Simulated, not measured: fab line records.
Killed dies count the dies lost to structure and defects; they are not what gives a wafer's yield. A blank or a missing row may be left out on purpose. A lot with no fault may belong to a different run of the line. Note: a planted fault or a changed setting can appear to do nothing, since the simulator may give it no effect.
Matching of chambers    flow sky130    SKY_LI_CONTACT_CMP_02 on cmp-02 has 4 sister chambers
The step polishes PSG. 30 wafers are shown with their chamber, then 12 later ones without.

## WAFERS WITH THEIR CHAMBER
wafer   chamber  motor_current_A (A)  time_to_endpoint_s (s)  retaining_ring_pressure_frac
L079.1  3        9.8                  33.3                    1.002
L079.3  0        10.8                 31.9                    1.002
L079.5  2        14.8                 34.8                    0.999
L076.2  1        11.1                 31.3                    1.011
L076.5  1        10.8                 32.4                    1.015
L076.6  0        11.2                 30.9                    1.003
L080.1  0        11.1                 30.8                    0.997
L080.4  1        11.6                 34.8                    1.000
L080.6  3        9.3                  33.0                    1.002
L081.1  2        15.0                 34.2                    1.004
L081.3  1        10.7                 36.0                    1.000
L081.6  1        11.1                 36.5                    1.000
L082.2  1        11.4                 32.0                    1.010
L082.3  0        11.5                 32.2                    0.997
L082.4  3        9.3                  33.9                    0.997
L083.1  0        11.2                 32.0                    0.999
L083.4  2        15.2                 34.8                    0.999
L083.6  2        15.8                 35.5                    0.992
L086.1  0        10.7                 35.0                    1.016
L086.2  2        14.8                 38.6                    0.995
L086.3  1        11.6                 38.5                    0.997
L087.2  3        9.8                  34.7                    1.000
L087.5  2        14.9                 38.7                    0.996
L087.6  3        9.7                  36.7                    0.998
L093.1  2        15.1                 38.6                    1.001
L093.2  1        11.1                 37.0                    1.001
L093.6  1        10.5                 36.5                    0.992
L095.1  2        14.7                 37.9                    1.003
L095.2  0        10.3                 32.8                    0.996
L095.5  2        15.0                 36.7                    1.000

SIGNATURES (averages over the wafers above)
reading                       chamber 0  chamber 1  chamber 2  chamber 3  scatter within a chamber
motor_current_A               10.971     11.100     15.033     9.580      0.355
time_to_endpoint_s            32.229     35.000     36.644     34.320     1.96
retaining_ring_pressure_frac  1.00143    1.00289    0.99878    0.99980    0.0058
Rule: for a wafer and a chamber, the distance is found by dividing, reading by reading, the gap between the wafer's reading and the chamber's mean by the reading's scatter, squaring, summing and taking the root. The wafer belongs to the nearest chamber; if the next one is less than 2 further off, it can't be placed. The scatter: the root of (the sum of the squares of (reading less its chamber's mean) over the shown wafers, divided by (wafers less chambers)).

## WAFERS WITH NO CHAMBER GIVEN
wafer   motor_current_A (A)  time_to_endpoint_s (s)  retaining_ring_pressure_frac
L094.2  15.1                 32.6                    1.000
L094.3  9.7                  30.3                    0.998
L094.5  10.8                 32.1                    0.998
L096.2  11.5                 36.4                    1.004
L096.4  11.2                 33.1                    0.993
L096.5  11.1                 33.7                    1.002
L097.1  14.9                 33.7                    1.007
L097.2  10.8                 33.4                    1.005
L097.6  10.2                 34.2                    1.005
L092.3  10.4                 37.6                    0.999
L092.4  10.9                 36.4                    1.003
L092.5  10.2                 37.4                    0.999

## CHAMBER TAKEN BY EACH
wafer   from the rows above           in truth
L094.2  2                             2
L094.3  can't be placed: 3 or 0       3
L094.5  can't be placed: 0 or 1       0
L096.2  can't be placed: 1 or 0       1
L096.4  can't be placed: 0 or 1       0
L096.5  can't be placed: 1 or 0       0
L097.1  2                             2
L097.2  can't be placed: 0 or 1       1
L097.6  can't be placed: 3 or 0 or 1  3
L092.3  can't be placed: 1 or 3 or 0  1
L092.4  can't be placed: 1 or 0       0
L092.5  can't be placed: 3 or 1 or 0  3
Placed correctly: 2 of 12. Cannot be placed on the basis of these rows: 10; the candidates contain the true chamber in 10. Placed wrongly: 0.
